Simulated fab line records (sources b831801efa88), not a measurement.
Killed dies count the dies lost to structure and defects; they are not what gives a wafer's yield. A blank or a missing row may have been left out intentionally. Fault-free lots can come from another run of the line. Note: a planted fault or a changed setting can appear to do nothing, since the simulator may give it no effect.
The same fault as seen by 2 desks + flow gf180mcu + each desk holds nothing but its own numbers, with what lay behind them at the end

== FOR THE TOOL OWNER'S DESK: litho track-03 ==
The tool's own readings at GF_M1_PEB_12 (peb time 90 s): means of the sampled wafers that have a number, for each lot that ran on this tool. The brackets show how far a lot's mean lies from the usual mean; more than 4 standard deviations puts the lot out of limits, marked OUT.
Columns: A = chill plate temp C at GF_M1_PEB_12, usual 23.01 C; B = heater power total W at GF_M1_PEB_12, usual 85.69 W
| lot  | first seen here | A     | B               |
|------|-----------------|-------|-----------------|
| L567 | day 17 07:22    | 22.95 | 85.68           |
| L568 | day 17 13:29    | 23.14 | 85.77           |
| L577 | day 20 21:01    | 22.90 | 85.69           |
| L578 | day 21 06:23    | 23.28 | 85.72           |
| L582 | day 22 16:26    | 23.06 | 85.67           |
| L586 | day 24 01:34    | 23.09 | 88.81 (+35) OUT |
| L587 | day 24 08:38    | 23.13 | 88.95 (+36) OUT |
Finding of this desk: L586, L587 out of limits; the first was L586 at day 24 01:34, on heater power total W at GF_M1_PEB_12. L567, L568, L577, L578, L582: within limits.

== METROLOGY DESK ==
Means of the sampled wafers that have a number, per lot and without regard to the tool the lot ran on: this is what the gauges read. The brackets show how far a lot's mean lies from the usual mean; more than 4 standard deviations puts the lot out of limits, marked OUT.
Columns: A = CONTACT_CVD_02_THK at GF_CONTACT_THK_MEAS_03, usual 861 nm; B = M1_ALCU_RS at GF_M1_RS_MEAS_05, usual 0.0697 ohm/sq; C = V1_CVD_00_THK at GF_V1_THK_MEAS_01, usual 594 nm
| lot  | first seen here | A   | B      | C   |
|------|-----------------|-----|--------|-----|
| L567 | day 15 09:30    | 853 | 0.0693 | 589 |
| L568 | day 15 14:55    | 869 | 0.0679 | 595 |
| L569 | day 15 19:47    | 871 | 0.0694 | 601 |
| L570 | day 16 01:52    | 852 | 0.0691 | 593 |
| L571 | day 16 13:10    | 854 | 0.0697 | 593 |
| L572 | day 16 23:02    | 853 | 0.0694 | 596 |
| L574 | day 17 17:53    | 872 | 0.0705 | 585 |
| L577 | day 18 17:58    | 857 | 0.0697 | 595 |
| L578 | day 19 03:42    | 863 | 0.0693 | 589 |
| L582 | day 20 14:36    | 855 | 0.0695 | 596 |
| L586 | day 22 00:25    | 848 | 0.0693 | 599 |
| L587 | day 22 10:18    | 871 | 0.0707 | 594 |
| L588 | day 22 18:05    | 856 | 0.0704 | 589 |
| L590 | day 23 06:48    | 859 | 0.0703 | 594 |
Result from this desk: across the 14 lots, nothing is out of limits.

== BROUGHT TOGETHER ==
An alarm could have come from the tool owner's desk at day 24 01:34, on L586, L587.
Nothing out of limits was seen by the metrology desk.
The metrology desk has L586, L587 on record, within its limits.
All the named lots went through GF_M1_PEB_12 on litho track-03.

== WHAT THE SIMULATOR HAD INSERTED ==
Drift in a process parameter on litho track-03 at GF_M1_PEB_12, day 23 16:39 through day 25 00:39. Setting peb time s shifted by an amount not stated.
Struck lots among those shown: L586, L587.
Time in hours from fault onset to the first out-of-limits reading at each desk: the tool owner's desk, 9.
